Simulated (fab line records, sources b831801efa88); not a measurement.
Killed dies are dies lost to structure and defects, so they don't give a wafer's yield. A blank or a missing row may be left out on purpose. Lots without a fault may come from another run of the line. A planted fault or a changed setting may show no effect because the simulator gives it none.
A struck lot beside a sound one | flow sky130 | 15 steps out of a route of 708
Sound: wafers L652.2, L652.4, L652.5. Struck: wafers L643.1, L643.3, L643.5. The cause comes at the end.
At each step with rows: each side's tool, then ch and its chambers, then its first start. Under that, the readings that differ: sound wafers | struck wafers | difference of the means | sigmas: that difference in standard deviations of wafers without a fault.
alike: readings whose means differ by less than 2 such deviations, and words and numbers that are the same on both sides. not compared: withheld readings, readings that some wafer has no value for, bounds like >300 that may hide the same value, and numbers for which the record gives no deviation and whose values overlap.
The two part at a step that has a row with sigmas, a row that says differs or no value, or rows on one side only. Numbers that don't overlap but have no deviation are shown without sigmas and don't part them. A reading that every wafer of one side lacks parts them only if that side has two wafers or more.

SKY_VT_ADJUST_PCH_TW_MEAS_10:
  sound on film_metro-04, day 15 16:35; struck on film_metro-01, day 12 15:56
  reading          | sound             | struck            | difference | sigmas
  VT_ADJUST_PCH_TW | 144.1 144.1 145.1 | 140.3 140.2 140.4 | -4.1       | -2
then, 7 steps without rows for these wafers: SKY_SONOS_TUNNEL_DEHYDRATE_00 (time 60 s); SKY_SONOS_TUNNEL_HMDS_01 (prime time 60 s); SKY_SONOS_TUNNEL_COAT_02 (resist thk 1140 nm); SKY_SONOS_TUNNEL_SOFTBAKE_03 (time 60 s); SKY_SONOS_TUNNEL_EXPOSE_04 (exposes mask TUNM, target cd 410 nm); SKY_SONOS_TUNNEL_PEB_05; SKY_SONOS_TUNNEL_DEVELOP_06 (develop time 60 s).
SKY_SONOS_TUNNEL_CD_MEAS_07: target cd 410 nm.
  sound on cd_sem-01, day 16 20:37; struck on cd_sem-02, day 13 16:59
  alike: cd_nm
SKY_SONOS_TUNNEL_OVL_MEAS_08:
  sound on overlay-02, day 16 20:43; struck on overlay-02, day 13 17:07
  alike: SONOS_TUNNEL_OVL
then, 2 steps without rows for these wafers: SKY_SONOS_TUNNEL_IMPLANT_09; SKY_SONOS_TUNNEL_WET_ETCH_10 (etches SiO2 in dHF, target depth 14 nm, time 280 s).
SKY_SONOS_TUNNEL_STRIP_11: strips in SPM, time 600 s.
  sound on wet_bench-03 ch 3, day 16 21:00; struck on wet_bench-02 ch 1, day 13 17:23
  no value came back on the struck wafers for bath_guard_temp_C (C), bath_heat_duty_pct (%); on the sound wafers bath_guard_temp_C (C) reads 130.9 130.3 130.6
  reading                                           | sound | struck         | difference | sigmas
  model.NOVOLAK_of_SONOS_TUNNEL_COAT_02.thk_nm (nm) | 0 0 0 | 1135 1133 1133 | +1134      |
SKY_SONOS_TUNNEL_TW_MEAS_12:
  sound on film_metro-02, day 16 21:11; struck on film_metro-02, day 13 17:34
  alike: SONOS_TUNNEL_TW
-- the record jumps here: 34 days lie between the struck wafers' starts before and after (it left off in module SONOS_TUNNEL and takes up again in module PAD_OPEN, whose first step shown is number 708 of the route) --
SKY_PAD_OPEN_PROBE_99:
  sound on prober-02, day 49 17:54; struck on prober-01, day 47 18:08
  reading             | sound    | struck      | difference | sigmas
  killed_at_front_end | 22 9 11  | 428 425 422 | +411       | +89
  killed_dies         | 89 81 92 | 492 492 492 | +405       | +44
  killed_on_rim       | 20 17 22 | 96 96 96    | +76        | +20
  alike: killed_at_M0_to_M3, killed_at_M4_up, killed_at_contacts, killed_at_other, killed_open, killed_short

WHERE THEY PART
First at SKY_VT_ADJUST_PCH_TW_MEAS_10; last, within this record, at SKY_PAD_OPEN_PROBE_99.

WHY: what the simulator had put in
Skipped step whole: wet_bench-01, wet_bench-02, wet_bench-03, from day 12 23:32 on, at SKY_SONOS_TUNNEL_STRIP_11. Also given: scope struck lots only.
